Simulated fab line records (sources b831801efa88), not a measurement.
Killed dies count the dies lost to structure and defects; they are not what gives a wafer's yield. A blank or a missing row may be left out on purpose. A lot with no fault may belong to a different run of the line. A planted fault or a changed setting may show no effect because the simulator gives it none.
What tool caused it? + flow sky130 + Sampling: 14 lots, 42 wafers, 3 of 708 route steps

== WHAT THE GAUGES SHOWED, per wafer ==
SKY_POLY_GATE_THK_MEAS_21. Usual: POLY_GATE_OXIDATION_THK 3.99 nm, standard deviation 0.09.
| lot  | measured     | on            | POLY_GATE_OXIDATION_THK (nm) | flag |
|------|--------------|---------------|------------------------------|------|
| L623 | day 16 18:21 | film metro-01 | 3.94 3.93 3.95               |      |
| L624 | day 16 22:58 | film metro-04 | 3.99 4.11 4.10               |      |
| L625 | day 17 10:14 | film metro-02 | 4.15 4.09 4.13               |      |
| L627 | day 17 15:44 | film metro-04 | 4.05 4.05 4.08               |      |
| L626 | day 17 15:46 | film metro-01 | 4.00 3.98 4.02               |      |
| L628 | day 18 14:58 | film metro-02 | 4.05 4.04 4.13               |      |
| L631 | day 19 13:36 | film metro-01 | 3.89 3.87 3.90               |      |
| L639 | day 22 15:37 | film metro-02 | 3.93 3.87 3.93               |      |
| L640 | day 23 03:59 | film metro-01 | 4.03 4.01 3.99               |      |
| L641 | day 23 06:15 | film metro-04 | 4.08 4.17 4.07               |      |
| L642 | day 23 07:35 | film metro-04 | 3.98 4.02 3.99               |      |
| L643 | day 23 14:25 | film metro-02 | 3.90 3.96 3.97               |      |
| L644 | day 24 02:59 | film metro-01 | 3.79 3.85 3.75               |      |
| L646 | day 24 19:10 | film metro-02 | 3.99 4.12 4.10               |      |

== WHICH TOOL RAN EACH LOT (tool, then ch and the chambers of the sampled wafers, then the start) ==
| lot  | SKY_POLY_GATE_ETCH_16              | SKY_POLY_GATE_ETCH_17            |
|------|------------------------------------|----------------------------------|
| L623 | rie diel-04 ch 1,3, day 16 14:49   | rie si-02 ch 0,3, day 16 14:55   |
| L624 | rie diel-02 ch 1,2, day 16 20:43   | rie si-02 ch 0,2,3, day 16 20:49 |
| L625 | rie diel-02 ch 0,1, day 17 06:52   | rie si-01 ch 1,2, day 17 06:58   |
| L627 | rie diel-02 ch 0,1, day 17 12:44   | rie si-01 ch 1,2, day 17 12:50   |
| L626 | rie diel-04 ch 0,2,3, day 17 13:05 | rie si-02 ch 0,3, day 17 13:11   |
| L628 | rie diel-02 ch 0,1, day 18 13:25   | rie si-02 ch 0,1,2, day 18 13:31 |
| L631 | rie diel-04 ch 0,1,3, day 19 12:02 | rie si-01 ch 0,1,2, day 19 12:08 |
| L639 | rie diel-04 ch 1,2, day 22 14:04   | rie si-01 ch 1,3, day 22 14:09   |
| L640 | rie diel-04 ch 0,2,3, day 23 02:26 | rie si-02 ch 1,3, day 23 02:32   |
| L641 | rie diel-02 ch 1,2,3, day 23 04:41 | rie si-01 ch 1,3, day 23 04:47   |
| L642 | rie diel-01 ch 0,2,3, day 23 06:02 | rie si-02 ch 2,3, day 23 06:08   |
| L643 | rie diel-01 ch 0,1, day 23 12:50   | rie si-01 ch 1,2,3, day 23 12:56 |
| L644 | rie diel-01 ch 0,2, day 24 01:26   | rie si-02 ch 2,3, day 24 01:32   |
| L646 | rie diel-01 ch 0,2,3, day 24 17:37 | rie si-01 ch 1,2,3, day 24 17:42 |
- SKY_POLY_GATE_ETCH_16: etches Si3N4 in CH3F/O2, stops on poly-Si, time 147.5 s, target depth 75 nm.
- SKY_POLY_GATE_ETCH_17: etches poly-Si in HBr/Cl2, stops on SiO2, target depth 180 nm, time 67.32 s.

== WHAT THE TOOLS THEMSELVES READ (means of the sampled wafers that have a number; where no wafer has one, the mark that the record gives instead) ==
SKY_POLY_GATE_ETCH_16. Usual: drypump motor current A 5.7 A, standard deviation 0.52; oes product au 0.642 a.u., standard deviation 0.005; throttle valve pct 10.536 %, standard deviation 0.0099.
| lot  | tool        | drypump motor current A (A) | oes product au (a.u.) | throttle valve pct (%) | flag |
|------|-------------|-----------------------------|-----------------------|------------------------|------|
| L623 | rie diel-04 | 5.2                         | 0.641                 | 10.534                 |      |
| L624 | rie diel-02 | 5.2                         | 0.639                 | 10.535                 |      |
| L625 | rie diel-02 | 5.5                         | 0.637                 | 10.531                 |      |
| L627 | rie diel-02 | 5.5                         | 0.643                 | 10.535                 |      |
| L626 | rie diel-04 | 5.7                         | 0.636                 | 10.532                 |      |
| L628 | rie diel-02 | 5.9                         | 0.643                 | 10.537                 |      |
| L631 | rie diel-04 | 5.5                         | 0.638                 | 10.542                 |      |
| L639 | rie diel-04 | 5.3                         | 0.640                 | 10.533                 |      |
| L640 | rie diel-04 | 5.7                         | 0.641                 | 10.535                 |      |
| L641 | rie diel-02 | 5.3                         | 0.639                 | 10.534                 |      |
| L642 | rie diel-01 | 6.4                         | 0.643                 | 10.537                 |      |
| L643 | rie diel-01 | 5.4                         | 0.643                 | 10.540                 |      |
| L644 | rie diel-01 | 6.3                         | 0.648                 | 10.549                 |      |
| L646 | rie diel-01 | 6.4                         | 0.646                 | 10.535                 |      |

SKY_POLY_GATE_ETCH_17. Usual: drypump motor current A 5.6 A, standard deviation 0.38; he backside leak sccm 2.75 sccm, standard deviation 0.24; oes product au 0.994 a.u., standard deviation 0.0068; throttle valve pct 33.684 %, standard deviation 0.0093.
| lot  | tool      | drypump motor current A (A) | he backside leak sccm (sccm) | oes product au (a.u.) | throttle valve pct (%) | flag |
|------|-----------|-----------------------------|------------------------------|-----------------------|------------------------|------|
| L623 | rie si-02 | 5.9                         | 3.02                         | 0.991                 | 33.684                 |      |
| L624 | rie si-02 | 5.7                         | 3.10                         | 0.993                 | 33.682                 |      |
| L625 | rie si-01 | 5.4                         | 2.52                         | 0.991                 | 33.682                 |      |
| L627 | rie si-01 | 5.4                         | 2.55                         | 0.996                 | 33.682                 |      |
| L626 | rie si-02 | 5.5                         | 2.92                         | 0.983                 | 33.679                 |      |
| L628 | rie si-02 | 5.8                         | 2.73                         | 1.000                 | 33.678                 |      |
| L631 | rie si-01 | 5.4                         | 2.68                         | 0.991                 | 33.686                 |      |
| L639 | rie si-01 | 5.7                         | 2.47                         | 0.999                 | 33.696                 |      |
| L640 | rie si-02 | 5.3                         | 2.73                         | 0.997                 | 33.687                 |      |
| L641 | rie si-01 | 5.8                         | 2.74                         | 0.994                 | 33.693                 |      |
| L642 | rie si-02 | 5.6                         | 2.79                         | 0.992                 | 33.681                 |      |
| L643 | rie si-01 | 5.5                         | 2.79                         | 0.993                 | 33.683                 |      |
| L644 | rie si-02 | 5.4                         | 2.90                         | 0.995                 | 33.693                 |      |
| L646 | rie si-01 | 5.5                         | 2.74                         | 0.999                 | 33.679                 |      |

== THE ANSWER, worked out from the rows above alone ==
Rule: a lot is off if the mean of its wafers that have a number lies more than 3 standard deviations from the usual mean. Also off: a lot with no number at a reading for which 4 or more lots have one. All remaining lots with rows at the step are treated as sound. First the gauges in route order, then the tools' own readings, where a lot's mean is used as printed above. The first step at which some lot is off is used, and at that step the reading that is off furthest; a lot without a number counts as furthest.
Across all readings shown, no lot is off: no conclusion can be drawn from this.

== WHAT WAS PUT IN BY THE SIMULATOR ==
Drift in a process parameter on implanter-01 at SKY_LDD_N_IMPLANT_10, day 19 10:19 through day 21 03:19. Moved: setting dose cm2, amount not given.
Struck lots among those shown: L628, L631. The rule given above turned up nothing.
